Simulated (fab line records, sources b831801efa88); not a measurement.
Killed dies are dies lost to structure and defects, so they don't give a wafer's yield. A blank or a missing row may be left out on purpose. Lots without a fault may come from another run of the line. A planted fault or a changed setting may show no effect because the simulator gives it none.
Which tool did it? | flow sfq_line | 15 lots, 45 wafers sampled, at 6 steps of a route of 325

WHAT THE GAUGES READ, wafer by wafer
SFQ_M3_RS_MEAS_919: measures by four-point-probe. Usual: M3_NB_RS 0.890 ohm/sq, standard deviation 0.0086.
lot  | measured     | on            | M3_NB_RS (ohm/sq) | flag
L928 | day 31 01:38 | film_metro-01 | 0.889 0.896 0.887 |
L929 | day 31 08:17 | film_metro-01 | 0.889 0.904 0.896 |
L933 | day 33 02:48 | film_metro-03 | 0.883 0.896 0.892 |
L934 | day 33 17:03 | film_metro-03 | 0.891 0.890 0.891 |
L936 | day 34 17:34 | film_metro-02 | 0.892 0.888 0.890 |
L937 | day 34 21:43 | film_metro-03 | 0.877 0.884 0.893 |
L938 | day 35 08:49 | film_metro-02 | 0.888 0.903 0.896 |
L940 | day 36 05:17 | film_metro-02 | 0.893 0.891 0.884 |
L942 | day 36 14:52 | film_metro-02 | 0.896 0.890 0.874 |
L943 | day 36 20:53 | film_metro-01 | 0.887 0.892 0.893 |
L944 | day 37 07:59 | film_metro-01 | 0.875 0.885 0.888 |
L947 | day 38 07:57 | film_metro-01 | 0.898 0.875 0.885 |
L948 | day 44 06:24 | film_metro-02 | 0.881 0.899 0.880 |
L949 | day 46 17:34 | film_metro-02 | 0.902 0.890 0.881 |
L950 | day 46 22:20 | film_metro-02 | 0.888 0.889 0.886 |

WHICH TOOL RAN EACH LOT (tool, then ch and the chambers of the sampled wafers, then the start)
lot  | SFQ_TRILAYER_I2_DEP_PECVD_063   | SFQ_TRILAYER_I2_CMP_CMP_064   | SFQ_TRILAYER_I2_METRO_MEASURE_065 | SFQ_TRILAYER_I2_VIA_ETCH_VIA_ETCH_070 | SFQ_TRILAYER_M3_DEP_SPUTTER_073
L928 | pecvd-03 ch 0,2, day 24 20:29   | cmp-01 ch 0,1,3, day 25 09:12 | film_metro-03, day 25 11:43       | rie_diel-03 ch 0,2, day 31 00:34      | pvd_sputter-04, day 31 01:31
L929 | pecvd-01 ch 0,1,2, day 30 22:56 | cmp-01 ch 0,2, day 30 23:01   | film_metro-02, day 31 02:32       | rie_diel-02 ch 0,2, day 31 07:14      | pvd_sputter-06, day 31 08:10
L933 | pecvd-01 ch 0,1,2, day 32 18:55 | cmp-02 ch 0,1,2, day 32 20:00 | film_metro-04, day 32 22:07       | rie_diel-02 ch 0,3, day 33 01:46      | pvd_sputter-06, day 33 02:43
L934 | pecvd-01 ch 0,2, day 33 09:19   | cmp-02 ch 1,3, day 33 09:54   | film_metro-03, day 33 12:31       | rie_diel-03 ch 0,1,2, day 33 16:03    | pvd_sputter-05, day 33 16:58
L936 | pecvd-03 ch 0, day 34 07:43     | cmp-02 ch 0,2,3, day 34 07:50 | film_metro-03, day 34 10:57       | rie_diel-04 ch 1,2,3, day 34 16:22    | pvd_sputter-06, day 34 17:28
L937 | pecvd-01 ch 1,2, day 34 11:19   | cmp-01 ch 0,2,3, day 34 13:11 | film_metro-03, day 34 16:21       | rie_diel-04 ch 0,2, day 34 20:43      | pvd_sputter-06, day 34 21:37
L938 | pecvd-04 ch 1,2, day 34 23:43   | cmp-02 ch 0,1,3, day 35 01:10 | film_metro-02, day 35 04:17       | rie_diel-04 ch 0,1,3, day 35 07:49    | pvd_sputter-05, day 35 08:44
L940 | pecvd-03 ch 0,1,2, day 35 12:55 | cmp-01 ch 0,1,2, day 35 15:23 | film_metro-02, day 35 17:43       | rie_diel-04 ch 0,1,3, day 36 04:15    | pvd_sputter-05, day 36 05:10
L942 | pecvd-04 ch 0,1,2, day 36 04:10 | cmp-02 ch 0,1,3, day 36 07:40 | film_metro-04, day 36 10:29       | rie_diel-03 ch 0,2,3, day 36 13:49    | pvd_sputter-06, day 36 14:45
L943 | pecvd-04 ch 0,1,2, day 36 09:02 | cmp-02 ch 1,2, day 36 13:40   | film_metro-04, day 36 16:53       | rie_diel-04 ch 0,3, day 36 19:49      | pvd_sputter-05, day 36 20:44
L944 | pecvd-04 ch 0,1, day 36 17:23   | cmp-01 ch 0,2, day 36 23:23   | film_metro-02, day 37 02:31       | rie_diel-03 ch 0,1,2, day 37 06:59    | pvd_sputter-05, day 37 07:54
L947 | pecvd-03 ch 0,1, day 37 10:18   | cmp-01 ch 2,3, day 37 23:23   | film_metro-03, day 38 02:43       | rie_diel-02 ch 0,3, day 38 06:56      | pvd_sputter-06, day 38 07:50
L948 | pecvd-01 ch 0,1,2, day 37 22:05 | cmp-01 ch 2,3, day 38 11:23   | film_metro-04, day 38 14:55       | rie_diel-03 ch 2,3, day 44 04:45      | pvd_sputter-05, day 44 06:16
L949 | pecvd-04 ch 1,2, day 40 20:08   | cmp-01 ch 1,2, day 41 03:50   | film_metro-04, day 41 07:21       | rie_diel-02 ch 1,2,3, day 46 16:30    | pvd_sputter-05, day 46 17:26
L950 | pecvd-03 ch 0,1,2, day 41 01:34 | cmp-01 ch 2,3, day 41 09:50   | film_metro-04, day 41 13:09       | rie_diel-04 ch 2,3, day 46 21:18      | pvd_sputter-04, day 46 22:14
- SFQ_TRILAYER_I2_DEP_PECVD_063: deposits SiO2 from SiH4/N2O, time 111.11 s, target thk 500 nm.
- SFQ_TRILAYER_I2_CMP_CMP_064: polishes SiO2.
- SFQ_TRILAYER_I2_METRO_MEASURE_065
- SFQ_TRILAYER_I2_VIA_ETCH_VIA_ETCH_070: etches SiO2 in CHF3, stops on Nb, target depth 260 nm.
- SFQ_TRILAYER_M3_DEP_SPUTTER_073: material Nb, target thk 200 nm, time 133.3 s.

WHAT THE TOOLS THEMSELVES READ (means of the sampled wafers that have a number; where no wafer has one, the mark that the record gives instead)
SFQ_TRILAYER_I2_DEP_PECVD_063. Usual: heater_power_w 86 W, standard deviation 7.8; rf_fwd_power_W 182.4 W, standard deviation 0.6; showerhead_vpp_V 838 V, standard deviation 55; throttle_valve_pct 24.8 %, standard deviation 0.82.
lot  | tool     | heater_power_w (W) | rf_fwd_power_W (W) | showerhead_vpp_V (V) | throttle_valve_pct (%) | flag
L928 | pecvd-03 | 77                 | 182.9              | 834                  | 25.4                   |
L929 | pecvd-01 | 86                 | 182.4              | 822                  | 24.5                   |
L933 | pecvd-01 | 85                 | 183.0              | 819                  | 24.6                   |
L934 | pecvd-01 | 89                 | 182.5              | 817                  | 24.9                   |
L936 | pecvd-03 | 72                 | 182.2              | 823                  | 26.0                   |
L937 | pecvd-01 | 95                 | 182.7              | 822                  | 24.5                   |
L938 | pecvd-04 | 88                 | 181.7              | 771                  | 24.7                   |
L940 | pecvd-03 | 85                 | 182.3              | 848                  | 25.1                   |
L942 | pecvd-04 | 79                 | 181.9              | 847                  | 24.9                   |
L943 | pecvd-04 | 82                 | 182.6              | 851                  | 24.9                   |
L944 | pecvd-04 | 91                 | 181.9              | 842                  | 24.5                   |
L947 | pecvd-03 | 80                 | 183.0              | 835                  | 26.0                   |
L948 | pecvd-01 | 92                 | 182.4              | 829                  | 25.1                   |
L949 | pecvd-04 | 90                 | 181.7              | 781                  | 24.7                   |
L950 | pecvd-03 | 85                 | 182.7              | 839                  | 22.7                   |

SFQ_TRILAYER_I2_CMP_CMP_064. Usual: edge_zone_pressure_frac 0.999, standard deviation 0.0052; head_pressure_psi 3.000 psi, standard deviation 0.0065; motor_current_A 10.2 A, standard deviation 1; slurry_filter_dp_kPa 13.50 kPa, standard deviation 0.15; time_to_endpoint_s 216 s, standard deviation 7.7.
lot  | tool   | edge_zone_pressure_frac | head_pressure_psi (psi) | motor_current_A (A) | slurry_filter_dp_kPa (kPa) | time_to_endpoint_s (s) | flag
L928 | cmp-01 | 1.002                   | 3.003                   | 10.1                | 13.63                      | 218                    |
L929 | cmp-01 | 1.000                   | 2.995                   | 10.3                | 13.54                      | 228                    |
L933 | cmp-02 | 1.005                   | 2.999                   | 10.7                | 13.39                      | 223                    |
L934 | cmp-02 | 0.996                   | 3.003                   | 9.9                 | 13.58                      | 206                    |
L936 | cmp-02 | 0.997                   | 3.002                   | 9.3                 | 13.54                      | 213                    |
L937 | cmp-01 | 0.998                   | 2.993                   | 10.4                | 13.60                      | 219                    |
L938 | cmp-02 | 0.998                   | 2.998                   | 10.0                | 13.46                      | 223                    |
L940 | cmp-01 | 0.997                   | 3.003                   | 10.3                | 13.40                      | 215                    |
L942 | cmp-02 | -                       | -                       | -                   | -                          | -                      | OFF
L943 | cmp-02 | -                       | -                       | -                   | -                          | -                      | OFF
L944 | cmp-01 | -                       | -                       | -                   | -                          | -                      | OFF
L947 | cmp-01 | 0.998                   | 2.990                   | 10.7                | 13.50                      | 215                    |
L948 | cmp-01 | 1.000                   | 3.005                   | 10.7                | 13.65                      | 221                    |
L949 | cmp-01 | 1.002                   | 2.996                   | 10.3                | 13.48                      | 216                    |
L950 | cmp-01 | 1.000                   | 3.002                   | 10.9                | 13.46                      | 213                    |

SFQ_TRILAYER_I2_METRO_MEASURE_065. Usual: thk_nm 200.3 nm, standard deviation 1.1.
lot  | tool          | thk_nm (nm) | flag
L928 | film_metro-03 | 199.5       |
L929 | film_metro-02 | 201.0       |
L933 | film_metro-04 | 200.5       |
L934 | film_metro-03 | 201.0       |
L936 | film_metro-03 | 202.1       |
L937 | film_metro-03 | 200.4       |
L938 | film_metro-02 | 199.5       |
L940 | film_metro-02 | 199.4       |
L942 | film_metro-04 | 504.5       | OFF
L943 | film_metro-04 | 504.6       | OFF
L944 | film_metro-02 | 503.6       | OFF
L947 | film_metro-03 | 200.6       |
L948 | film_metro-04 | 201.2       |
L949 | film_metro-04 | 201.0       |
L950 | film_metro-04 | 200.4       |

SFQ_TRILAYER_I2_VIA_ETCH_VIA_ETCH_070. Usual: drypump_motor_current_A 5.8 A, standard deviation 0.44; oes_product_au 0.855 a.u., standard deviation 0.0058; rf_fwd_power_W 498.2 W, standard deviation 1.7.
lot  | tool        | drypump_motor_current_A (A) | oes_product_au (a.u.) | rf_fwd_power_W (W) | flag
L928 | rie_diel-03 | 5.4                         | 0.857                 | 497.7              |
L929 | rie_diel-02 | 5.8                         | 0.859                 | 499.8              |
L933 | rie_diel-02 | 5.6                         | 0.858                 | 498.1              |
L934 | rie_diel-03 | 5.8                         | 0.853                 | 498.1              |
L936 | rie_diel-04 | 5.7                         | 0.855                 | 498.6              |
L937 | rie_diel-04 | 6.0                         | 0.862                 | 498.4              |
L938 | rie_diel-04 | 6.0                         | 0.850                 | 497.4              |
L940 | rie_diel-04 | 6.0                         | 0.849                 | 498.6              |
L942 | rie_diel-03 | 5.7                         | 1.613                 | 499.8              | OFF
L943 | rie_diel-04 | 6.3                         | 1.624                 | 497.4              | OFF
L944 | rie_diel-03 | 5.8                         | 1.626                 | 498.3              | OFF
L947 | rie_diel-02 | 5.7                         | 0.861                 | 499.8              |
L948 | rie_diel-03 | 6.0                         | 0.861                 | 499.7              |
L949 | rie_diel-02 | 5.8                         | 0.856                 | 497.7              |
L950 | rie_diel-04 | 6.1                         | 0.860                 | 497.5              |

SFQ_TRILAYER_M3_DEP_SPUTTER_073. Usual: cathode_dc_power_W 2000.0 W, standard deviation 0.35; throttle_valve_pct 30.0 %, standard deviation 0.66.
lot  | tool           | cathode_dc_power_W (W) | throttle_valve_pct (%) | flag
L928 | pvd_sputter-04 | 2000.1                 | 30.3                   |
L929 | pvd_sputter-06 | 2000.0                 | 30.2                   |
L933 | pvd_sputter-06 | 1999.7                 | 29.7                   |
L934 | pvd_sputter-05 | 2000.1                 | 30.5                   |
L936 | pvd_sputter-06 | 2000.0                 | 30.1                   |
L937 | pvd_sputter-06 | 1999.8                 | 30.2                   |
L938 | pvd_sputter-05 | 2000.4                 | 30.3                   |
L940 | pvd_sputter-05 | 2000.0                 | 30.2                   |
L942 | pvd_sputter-06 | 1999.5                 | 29.6                   |
L943 | pvd_sputter-05 | 2000.3                 | 30.1                   |
L944 | pvd_sputter-05 | 2000.1                 | 30.4                   |
L947 | pvd_sputter-06 | 2000.1                 | 29.5                   |
L948 | pvd_sputter-05 | 2000.2                 | 30.1                   |
L949 | pvd_sputter-05 | 1999.9                 | 30.0                   |
L950 | pvd_sputter-04 | 2000.1                 | 30.6                   |

THE ANSWER, worked out from the rows above alone
Rule: a lot is off if the mean of its wafers that have a number lies more than 3 standard deviations from the usual mean. A lot without any number at a reading at which 4 lots or more have one is off too. The other lots that the step has rows for count as sound. The gauges are gone through in route order, then the tools' own readings, and for those a lot's mean is taken as printed above. The first step at which some lot is off is used, and at that step the reading that is off furthest; a lot without a number counts as furthest.
Off: L942, L943, L944, at SFQ_TRILAYER_I2_CMP_CMP_064 (edge_zone_pressure_frac). Without a number there: L942, L943, L944.
A tool fits if, at that step or a process step before it, it ran every lot that is off, and no sound lot after the first of them. None of those tried fits.

WHAT THE SIMULATOR HAD PUT IN
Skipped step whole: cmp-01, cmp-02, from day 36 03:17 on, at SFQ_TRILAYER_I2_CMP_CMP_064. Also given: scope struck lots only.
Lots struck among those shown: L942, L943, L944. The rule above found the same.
